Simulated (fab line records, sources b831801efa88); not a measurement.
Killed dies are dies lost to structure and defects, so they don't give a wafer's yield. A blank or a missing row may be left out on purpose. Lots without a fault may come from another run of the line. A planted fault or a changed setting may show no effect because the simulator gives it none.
A struck lot beside a sound one | flow sky130 | 16 steps out of a route of 708
Sound: wafers L112.2, L112.3, L112.6. Struck: wafers L126.2, L126.3, L126.6. The cause comes at the end.
At each step with rows: each side's tool, then ch and its chambers, then its first start. Under that, the readings that differ: sound wafers | struck wafers | difference of the means | sigmas: that difference in standard deviations of wafers without a fault.
alike: readings whose means differ by less than 2 such deviations, and words and numbers that are the same on both sides. not compared: withheld readings, readings that some wafer has no value for, bounds like >300 that may hide the same value, and numbers for which the record gives no deviation and whose values overlap.
The two part at a step that has a row with sigmas, a row that says differs or no value, or rows on one side only. Numbers that don't overlap but have no deviation are shown without sigmas and don't part them. A reading that every wafer of one side lacks parts them only if that side has two wafers or more.

first, 2 steps without rows for these wafers: SKY_VT_ADJUST_LVTN_PEB_16; SKY_VT_ADJUST_LVTN_DEVELOP_17 (develop time 60 s).
SKY_VT_ADJUST_LVTN_OVL_MEAS_18:
  sound on overlay-01, day 9 18:08; struck on overlay-01, day 13 08:44
  reading                    | sound       | struck         | difference | sigmas
  VT_ADJUST_LVTN_01_OVL (nm) | 1.7 1.5 1.9 | -1.6 -0.7 -1.7 | -3.0       | -2
then, 1 step without rows for these wafers: SKY_VT_ADJUST_LVTN_IMPLANT_19.
SKY_VT_ADJUST_LVTN_STRIP_20: strips in O2/N2.
  sound on plasma_asher-02 ch 0,1, day 9 18:19; struck on plasma_asher-01 ch 0,1, day 13 08:55
  alike: drypump_motor_current_A, n2_flow_sccm, oes_product_au, strip_time_to_endpoint_s
  not compared: rf_hours_counter_h
SKY_VT_ADJUST_LVTN_TW_MEAS_21:
  sound on film_metro-03, day 9 18:26; struck on film_metro-03, day 13 09:01
  alike: VT_ADJUST_LVTN_2_TW
then, 6 steps without rows for these wafers: SKY_VT_ADJUST_NCORE_DEHYDRATE_00 (time 60 s); SKY_VT_ADJUST_NCORE_HMDS_01 (prime time 60 s); SKY_VT_ADJUST_NCORE_COAT_02 (resist thk 1140 nm); SKY_VT_ADJUST_NCORE_SOFTBAKE_03 (time 60 s); SKY_VT_ADJUST_NCORE_EXPOSE_04 (exposes mask LVTN COMPLEMENT THIN, target cd 380 nm); SKY_VT_ADJUST_NCORE_PEB_05.
SKY_VT_ADJUST_NCORE_DEVELOP_06: develop time 60 s.
  sound on litho_track-02 ch 0, day 10 16:08; struck on litho_track-02 ch 0, day 14 09:44
  alike: chill_plate_temp_C
SKY_VT_ADJUST_NCORE_CD_MEAS_07: target cd 380 nm.
  sound on cd_sem-01, day 10 16:17; struck on cd_sem-02, day 14 09:53
  alike: cd_nm
SKY_VT_ADJUST_NCORE_OVL_MEAS_08:
  sound on overlay-01, day 10 16:23; struck on overlay-02, day 14 09:59
  alike: VT_ADJUST_NCORE_OVL
-- the record jumps here: 36 days lie between the struck wafers' starts before and after (it left off in module VT_ADJUST_NCORE and takes up again in module PAD_OPEN, whose first step shown is number 708 of the route) --
SKY_PAD_OPEN_PROBE_99:
  sound on prober-02, day 47 10:46; struck on prober-02, day 50 08:32
  alike: killed_at_M0_to_M3, killed_at_M4_up, killed_at_contacts, killed_at_front_end, killed_at_other, killed_dies, killed_open, killed_short

WHERE THEY PART
Only at SKY_VT_ADJUST_LVTN_OVL_MEAS_18, within this record. Later steps at which nothing parts them and some readings are alike: SKY_VT_ADJUST_LVTN_STRIP_20, SKY_VT_ADJUST_LVTN_TW_MEAS_21, SKY_VT_ADJUST_NCORE_DEVELOP_06, SKY_VT_ADJUST_NCORE_CD_MEAS_07, SKY_VT_ADJUST_NCORE_OVL_MEAS_08, SKY_PAD_OPEN_PROBE_99.

WHY: what the simulator had put in
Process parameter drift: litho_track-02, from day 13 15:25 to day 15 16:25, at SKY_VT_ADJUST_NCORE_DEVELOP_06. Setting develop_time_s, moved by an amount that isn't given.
